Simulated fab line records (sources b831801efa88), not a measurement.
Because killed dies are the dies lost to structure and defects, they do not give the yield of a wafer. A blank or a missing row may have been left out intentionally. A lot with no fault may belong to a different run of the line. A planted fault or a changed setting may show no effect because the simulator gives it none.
The same fault as seen by 2 desks    flow sky130    numbers are kept per desk, each desk with only its own; the story behind them comes last

## DESK OF THE TOOL OWNER: rie si-01
The tool's own readings at SKY_POLY_GATE_ETCH_17 (etches poly-Si in HBr/Cl2, stops on SiO2, target depth 180 nm, time 70.5 s): means of the sampled wafers that have a number, for each lot that ran on this tool. Any lot whose mean is over 4 standard deviations away from the usual mean is out of limits and marked OUT; that distance is given in the brackets.
Columns: A = bias w at SKY_POLY_GATE_ETCH_17, usual 100.0 W; B = drypump motor current A at SKY_POLY_GATE_ETCH_17, usual 6.0 A; C = oes product au at SKY_POLY_GATE_ETCH_17, usual 0.985 a.u.; D = throttle valve pct at SKY_POLY_GATE_ETCH_17, usual 33.684 %
lot   first seen here  A      B    C      D
L979  day 17 02:50     100.1  6.2  0.984  33.673
L981  day 17 22:32     99.9   6.3  0.989  33.687
L982  day 18 02:44     99.9   6.3  0.992  33.683
L983  day 18 18:05     100.0  6.1  0.974  33.683
L991  day 21 11:50     100.3  6.3  0.994  33.675
L993  day 21 22:14     100.2  6.2  0.976  33.680
L995  day 22 23:38     99.6   6.0  0.980  33.681
L997  day 23 13:11     100.2  6.1  0.988  33.678
L999  day 24 03:44     100.1  6.0  0.983  33.677
L101  day 24 18:41     99.9   6.3  0.988  33.684
This desk found nothing out of limits on any of the 10 lots.

## AT THE METROLOGY DESK
What the gauges read, lot by lot, whatever tool the lot ran on: means of the sampled wafers that have a number. Any lot whose mean is over 4 standard deviations away from the usual mean is out of limits and marked OUT; that distance is given in the brackets.
Columns: A = SONOS_ONO_CVD_04_THK at SKY_SONOS_ONO_THK_MEAS_05, usual 5.72 nm; B = cd nm at SKY_SONOS_ONO_CD_MEAS_13, usual 409.5 nm; C = GATE_OXIDE_OVL at SKY_GATE_OXIDE_OVL_MEAS_10, usual -1.0 nm
lot   first seen here  A     B      C
L979  day 12 08:02     5.98  410.9  -2.3
L981  day 13 02:32     5.59  409.1  0.0
L982  day 13 05:22     5.59  411.8  1.4
L983  day 13 16:48     5.61  406.3  -1.7
L991  day 16 04:23     5.62  407.6  1.3
L992  day 16 06:40     5.65  410.5  0.1
L993  day 16 14:16     5.81  408.4  -1.0
L995  day 17 11:50     5.79  409.4  -0.9
L996  day 17 11:51     5.85  407.1  1.0
L997  day 17 23:46     5.69  410.9  -3.2
L998  day 18 08:30     5.81  407.1  -2.1
L999  day 18 18:01     5.61  406.4  -1.1
L101  day 19 07:00     5.67  406.8  1.0
This desk found nothing out of limits on any of the 13 lots.

## BROUGHT TOGETHER
The desk of the tool owner found nothing out of limits.
At the metrology desk, nothing out of limits was observed.

## WHAT HAD BEEN PUT IN BY THE SIMULATOR
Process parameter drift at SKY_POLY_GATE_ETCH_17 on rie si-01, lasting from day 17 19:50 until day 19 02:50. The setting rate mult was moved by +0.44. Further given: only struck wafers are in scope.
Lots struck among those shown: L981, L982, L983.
